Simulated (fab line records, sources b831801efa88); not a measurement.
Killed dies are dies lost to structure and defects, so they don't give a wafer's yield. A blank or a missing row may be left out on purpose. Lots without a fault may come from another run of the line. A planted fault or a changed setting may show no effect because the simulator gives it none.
Which tool did it? | flow gf180mcu | 6 lots, 18 wafers sampled, at 4 steps of a route of 602

WHAT THE GAUGES READ, wafer by wafer
GF_STI_THK_MEAS_24.
lot  | measured    | on            | STI_CVD_23_THK (nm)
L988 | day 2 14:32 | film_metro-03 | 651 657 653
L990 | day 3 00:39 | film_metro-03 | 638 649 653
L994 | day 3 22:06 | film_metro-02 | 642 643 646
L102 | day 5 14:05 | film_metro-03 | 844 858 645
L105 | day 6 06:51 | film_metro-04 | 649 648 654
L109 | day 7 06:10 | film_metro-02 | 658 661 657

WHICH TOOL RAN EACH LOT (tool, then ch and the chambers of the sampled wafers, then the start)
lot  | GF_STI_DEHYDRATE_05              | GF_STI_STRIP_15                     | GF_STI_CVD_23
L988 | litho_track-01 ch 0, day 2 05:05 | plasma_asher-01 ch 0, day 2 11:51   | hdpcvd-01 ch 0,2, day 2 14:28
L990 | litho_track-01 ch 0, day 2 15:30 | plasma_asher-01 ch 0,1, day 2 22:32 | hdpcvd-02 ch 0,2, day 3 00:34
L994 | litho_track-02 ch 0, day 3 13:24 | plasma_asher-01 ch 0,1, day 3 20:21 | hdpcvd-01 ch 0,1,2, day 3 22:01
L102 | litho_track-02 ch 0, day 5 04:19 | plasma_asher-02 ch 0,1, day 5 12:20 | hdpcvd-02 ch 0,2, day 5 14:01
L105 | litho_track-04 ch 0, day 5 18:55 | plasma_asher-02 ch 0,1, day 6 02:47 | hdpcvd-01 ch 0,2, day 6 06:46
L109 | litho_track-01 ch 0, day 6 19:33 | plasma_asher-02 ch 0,1, day 7 04:14 | hdpcvd-01 ch 0,1, day 7 06:05
- GF_STI_DEHYDRATE_05: time 62.78 s.
- GF_STI_STRIP_15: strips in O2/N2.
- GF_STI_CVD_23: deposits SiO2, target thk 650 nm, time 108.3 s.

THE ANSWER, worked out from the rows above alone
Rule: what is usual is taken from the lots themselves. Put in order of their means at a reading, lots are off if they are a third of the lots or fewer, leave a main group of 4 or more, and stand apart from it by a gap of 3 or more times the standard deviation of the main group's means; of several such gaps the widest counts. A main group whose means are all the same, to the digits that the tables above print for the reading, isn't used. A lot without any number at a reading at which 4 lots or more have one is off too. The other lots that the step has rows for count as sound.
Off: L102, at GF_STI_THK_MEAS_24 (STI_CVD_23_THK). The main group: mean 651 nm, standard deviation 5.3.
A tool fits if, at a process step before that reading, it ran every lot that is off, and no sound lot after the first of them. The gauges at GF_STI_THK_MEAS_24 are tried like those tools. Can't be told from this: 3 tools fit, litho_track-02 at GF_STI_DEHYDRATE_05, hdpcvd-02 at GF_STI_CVD_23, film_metro-03 at GF_STI_THK_MEAS_24.

WHAT THE SIMULATOR HAD PUT IN
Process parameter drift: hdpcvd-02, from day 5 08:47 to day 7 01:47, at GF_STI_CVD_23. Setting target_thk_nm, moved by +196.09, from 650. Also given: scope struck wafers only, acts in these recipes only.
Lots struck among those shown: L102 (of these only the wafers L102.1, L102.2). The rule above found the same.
